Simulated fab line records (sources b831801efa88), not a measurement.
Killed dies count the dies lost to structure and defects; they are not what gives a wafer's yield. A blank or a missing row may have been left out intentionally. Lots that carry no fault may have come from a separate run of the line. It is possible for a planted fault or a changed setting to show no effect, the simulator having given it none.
Which tool did it? | flow sfq line | 14 lots, 42 wafers sampled, at 1 step of a route of 325

WHAT THE GAUGES READ, wafer by wafer
The record holds no reading of a measuring or inspecting step that can be judged against a usual standard deviation.

WHAT TOOL EACH LOT RAN ON (gives the tool, then ch and the chambers of the sampled wafers, and finally the start)
lot  | SFQ_TRILAYER_I0_VIA_LITHO_EXPOSE_032
L532 | krf scanner-02, day 18 20:10
L533 | krf scanner-02, day 18 23:22
L534 | krf scanner-02 ch 0, day 19 08:10
L540 | krf scanner-01 ch 0, day 21 16:39
L541 | krf scanner-01 ch 0, day 21 23:51
L543 | krf scanner-01 ch 0, day 22 15:39
L545 | krf scanner-01 ch 0, day 23 09:39
L546 | krf scanner-01 ch 0, day 23 13:39
L548 | krf scanner-01 ch 0, day 24 10:39
L549 | krf scanner-01 ch 0, day 24 18:03
L550 | krf scanner-02 ch 0, day 25 03:20
L551 | krf scanner-02 ch 0, day 25 17:56
L552 | krf scanner-02 ch 0, day 26 02:20
L553 | krf scanner-02 ch 0, day 26 20:08
- SFQ_TRILAYER_I0_VIA_LITHO_EXPOSE_032: exposes mask I0, target cd 500 nm.

WHAT THE TOOLS THEMSELVES READ (means of the sampled wafers that have a number; where no wafer has one, the mark that the record gives instead)
SFQ_TRILAYER_I0_VIA_LITHO_EXPOSE_032.
lot  | tool           | exposure dose mJ cm2 | focus offset nm (nm)
L532 | krf scanner-02 | -                    | -
L533 | krf scanner-02 | -                    | -
L534 | krf scanner-02 | 21.302               | 0.2
L540 | krf scanner-01 | 21.306               | 0.2
L541 | krf scanner-01 | 21.320               | -0.9
L543 | krf scanner-01 | 21.299               | 0.1
L545 | krf scanner-01 | 21.319               | -0.5
L546 | krf scanner-01 | 21.310               | -0.1
L548 | krf scanner-01 | 21.306               | -0.6
L549 | krf scanner-01 | 21.286               | -0.3
L550 | krf scanner-02 | 21.313               | 0.0
L551 | krf scanner-02 | 21.294               | 0.2
L552 | krf scanner-02 | 21.343               | -0.2
L553 | krf scanner-02 | 21.319               | -0.6

THE ANSWER, worked out from the rows above alone
Rule: what is usual is taken from the lots themselves. The widest of any qualifying gaps counts: lots, ordered by their means at a reading, are off when they make up no more than a third of the lots, leave a main group of 4 or more, and stand apart from it by 3 or more times the standard deviation of that group's means. The tables above print the reading to a certain number of digits; a main group whose means all agree to those digits is not used. A lot without any number at a reading at which 4 lots or more have one is off too. All remaining lots with rows at the step are treated as sound. After the gauges, taken in route order, come the tools' own readings; for these a lot's mean is taken, as printed above. The first step at which some lot is off is used, and at that step the reading that is off furthest; a lot without a number counts as furthest.
Off, at SFQ_TRILAYER_I0_VIA_LITHO_EXPOSE_032 on exposure dose mJ cm2: L532, L533. Without a number there: L532, L533. Main group: mean 21.310, sd 0.014.
A tool fits if, at that step or a process step before it, it ran every lot that is off, and no sound lot after the first of them. No candidate that was tried fits.

WHAT THE SIMULATOR HAD PUT IN
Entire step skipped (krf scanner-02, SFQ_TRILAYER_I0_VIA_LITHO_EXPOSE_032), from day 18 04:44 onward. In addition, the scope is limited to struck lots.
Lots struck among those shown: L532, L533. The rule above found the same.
